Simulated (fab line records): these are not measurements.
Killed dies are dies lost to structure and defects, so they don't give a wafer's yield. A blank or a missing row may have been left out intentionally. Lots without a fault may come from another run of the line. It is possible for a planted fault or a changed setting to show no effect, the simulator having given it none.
Comparing a struck lot with a sound one    flow sky130    17 steps out of a route of 708
Sound: these wafers, L683.1, L683.2, L683.3. The struck wafers were L691.1, L691.2, L691.6. At the end, the cause is stated.
For every step that has rows: the tool of each side, followed by ch and its chambers, followed by its first start. Under that, the readings that differ: sound wafers    struck wafers    difference of the means    sigmas: that difference in standard deviations of wafers without a fault.
alike: words and numbers the same on both sides, and readings whose means are apart by under 2 such deviations; not compared: readings that were withheld, readings missing a value for some wafer, numbers with overlapping values and no deviation given by the record, and bounds like >300 which may hide the same value.
A row with sigmas, a row that says differs or no value, or rows on one side alone: a step with any of these is where the two part. Numbers that don't overlap but have no deviation are shown without sigmas and don't part them. Lack of a reading on every wafer of one side parts them only where that side has two or more wafers.

SKY_LI_CONTACT_CMP_02: polishes PSG.
  sound on cmp-01 ch 1,2,3, day 30 02:26; struck on cmp-02 ch 0,3, day 32 12:06
  alike: motor current A, time to endpoint s
SKY_LI_CONTACT_BOW_MEAS_03:
  struck on film metro-01, day 32 12:24; sound on film metro-02, day 30 02:44
  alike: LI_CONTACT_BOW
then, 8 steps without rows for these wafers: SKY_LI_CONTACT_DEHYDRATE_04 (time 60 s); SKY_LI_CONTACT_HMDS_05 (prime time 60 s); SKY_LI_CONTACT_COAT_06 (resist thk 60 nm); SKY_LI_CONTACT_COAT_07 (resist thk 450 nm); SKY_LI_CONTACT_SOFTBAKE_08 (time 90 s); SKY_LI_CONTACT_EXPOSE_09 (exposes mask LICM1, target cd 170 nm); SKY_LI_CONTACT_PEB_10; SKY_LI_CONTACT_DEVELOP_11 (develop time 60 s).
SKY_LI_CONTACT_CD_MEAS_12: the cd target is 170 nm.
  struck on cd sem-02, day 33 14:34; sound on cd sem-02, day 31 05:49
  alike: cd nm
SKY_LI_CONTACT_OVL_MEAS_13:
  struck on overlay-01, day 33 14:41; sound on overlay-01, day 31 05:56
  alike: LI_CONTACT_OVL
SKY_LI_CONTACT_ETCH_14: etches BARC in N2/H2, stops on SiO2, time 45.9 s, target depth 60 nm.
  sound on rie diel-01 ch 0,1,2, day 31 05:58; struck on rie diel-01 ch 2,3, day 33 14:43
  no value came back on the struck wafers for any of 6 readings (bias w (W), chamber pressure mTorr (mTorr) and others); on the sound wafers bias w (W) reads 99.64 99.58 99.89
reading                                            sound              struck             difference  sigmas
model.KrF-thick_of_LI_CONTACT_COAT_07.thk nm (nm)  392.5 393.2 393.2  433.8 433.6 435.3  +41.3       
SKY_LI_CONTACT_ETCH_15: etches PSG in C4F8/O2/Ar, stops on Si, target depth 600 nm.
  sound on rie diel-01 ch 0,1,2, day 31 06:01; struck on rie diel-01 ch 2,3, day 33 14:46
reading                                            sound              struck             difference  sigmas
bias w (W)                                         1201 1195 1195     1205 1199 1208     +7          +2
oes product au (a.u.)                              0.839 0.835 0.840  0.380 0.374 0.373  -0.462      -99 or more
model.KrF-thick_of_LI_CONTACT_COAT_07.thk nm (nm)  225.8 232.5 234.3  267.8 278.5 268.6  +40.8       
  alike: chamber pressure mTorr
SKY_LI_CONTACT_STRIP_16: strips in O2/N2.
  sound on plasma asher-01 ch 0,1, day 31 06:05; struck on plasma asher-02 ch 0,1, day 33 14:50
reading                       sound              struck             difference  sigmas
oes product au (a.u.)         0.376 0.370 0.374  0.396 0.402 0.396  +0.025      +5
strip time to endpoint s (s)  3.40 3.50 3.52     3.88 3.99 3.90     +0.45       +12
  alike: drypump motor current A
  not compared: rf hours counter h
then, 1 step without rows for these wafers: SKY_LI_CONTACT_CLEAN_17 (cleans in NMP, time 600 s).
-- the record jumps here: 15 days lie between the struck wafers' starts before and after (it left off in module LI_CONTACT and takes up again in module PAD_OPEN, whose first step shown is number 708 of the route) --
SKY_PAD_OPEN_PROBE_99:
  struck on prober-02, day 49 00:17; sound on prober-02, day 47 08:52
reading             sound      struck       difference  sigmas
killed at contacts  32 22 26   435 433 423  +404        +75
killed dies         101 85 88  492 492 492  +401        +44
killed on rim       16 17 15   96 96 96     +80         +22
  alike: killed_at_M0_to_M3, killed_at_M4_up, killed at front end, killed at other, killed open, killed short

## WHERE THEY PART
At SKY_LI_CONTACT_ETCH_14 first; at SKY_PAD_OPEN_PROBE_99 last (within this record only).

WHY: whatever the simulator had introduced
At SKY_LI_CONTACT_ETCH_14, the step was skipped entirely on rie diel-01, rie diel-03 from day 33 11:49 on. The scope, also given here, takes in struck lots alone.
